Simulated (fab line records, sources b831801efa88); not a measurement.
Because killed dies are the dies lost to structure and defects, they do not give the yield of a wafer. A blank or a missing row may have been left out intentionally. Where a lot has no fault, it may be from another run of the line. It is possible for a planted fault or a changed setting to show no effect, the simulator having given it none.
Problem report, 8D (eight disciplines) form, completed by code + flow sky130 + the parts of the form that need people (team, actions taken, sign-off) are left out

## 1. THE ISSUE
At SKY_NWELL_IMPLANT_13, beamOnS averages 11.59 s over 2 wafers from 2 lots, while fault-free wafers read 10.01 s, standard deviation 0.2. Relative to the usual mean, that is a shift of +7.9 standard deviations.
Earliest sighting: wafer L298.1 on implanter-04 at day 7 12:14. Wafers with a number at this step in the record: 35, from 12 lots. Rule for "out", or "out of limits": more than 4 standard deviations from the usual mean. The other wafers with a number count as sound.

## 2. WHAT IT IS, WHAT IT ISN'T
| question                    | is                        | is not                                                                                 |
|-----------------------------|---------------------------|----------------------------------------------------------------------------------------|
| which readings at this step | beamOnS, faradayCurrentUA | -                                                                                      |
| which lots                  | L298, L301                | L286, L287, L288, L289, L290, L291, L292, L303, L305, L308                             |
| which wafers of those lots  | L298.1, L301.2            | L298.4, L301.4, L301.6                                                                 |
| read on which tools         | implanter-04              | implanter-02, implanter-03                                                             |
| when                        | from day 7 12:14          | up to then (22 sound wafers); but 11 sound wafers of L301, L303, L305, L308 came after |

## 3. WHAT RULES OUT EACH SUSPECT
Counting: if a tool at a process step up to the reading ran every lot that is out, it stays a suspect. Sound lots after the first of them don't rule it out here, since some wafers of a struck lot are sound.
- implanter-04 at SKY_NWELL_IMPLANT_13: kept. It ran every lot that is out, first L298 (day 7 12:14); its last sound lot up to then is L292 (day 6 00:08). Its own beamOnS, faradayCurrentUA readings are out on those wafers.
Left after counting: implanter-04 at SKY_NWELL_IMPLANT_13.

## 4. THE CAUSE (what the simulator had put in)
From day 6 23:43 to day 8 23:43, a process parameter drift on implanter-04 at SKY_NWELL_IMPLANT_13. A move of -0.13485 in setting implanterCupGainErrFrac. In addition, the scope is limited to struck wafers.
This tool alone remained once counting was done.

## 5. THE CHAIN OF EFFECTS, in route order
Each row: a reading where the mean over the struck wafers with a number is more than 3 standard deviations away from the usual. Readings are gone through only where the record gives a usual standard deviation; hours: the median, over the lots, of the time from a lot's start at the first step in this table giving one to that lot's start at this step; sigmas: the change measured in usual standard deviations.
| hours | step                 | reading          | usual   | on struck wafers | change | sigmas |
|-------|----------------------|------------------|---------|------------------|--------|--------|
| 0     | SKY_NWELL_IMPLANT_13 | beamOnS          | 10.01 s | 11.59            | +1.58  | +7.9   |
| 0     | SKY_NWELL_IMPLANT_13 | faradayCurrentUA | 3.94    | 3.40             | -0.54  | -6.8   |
It contains these process steps:
- SKY_NWELL_IMPLANT_13

## 6. HOW IT WOULD HAVE BEEN CAUGHT EARLIER
13 hours passed between the start of the fault at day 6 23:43 and the first reading out of limits in this record, taken at day 7 12:14.
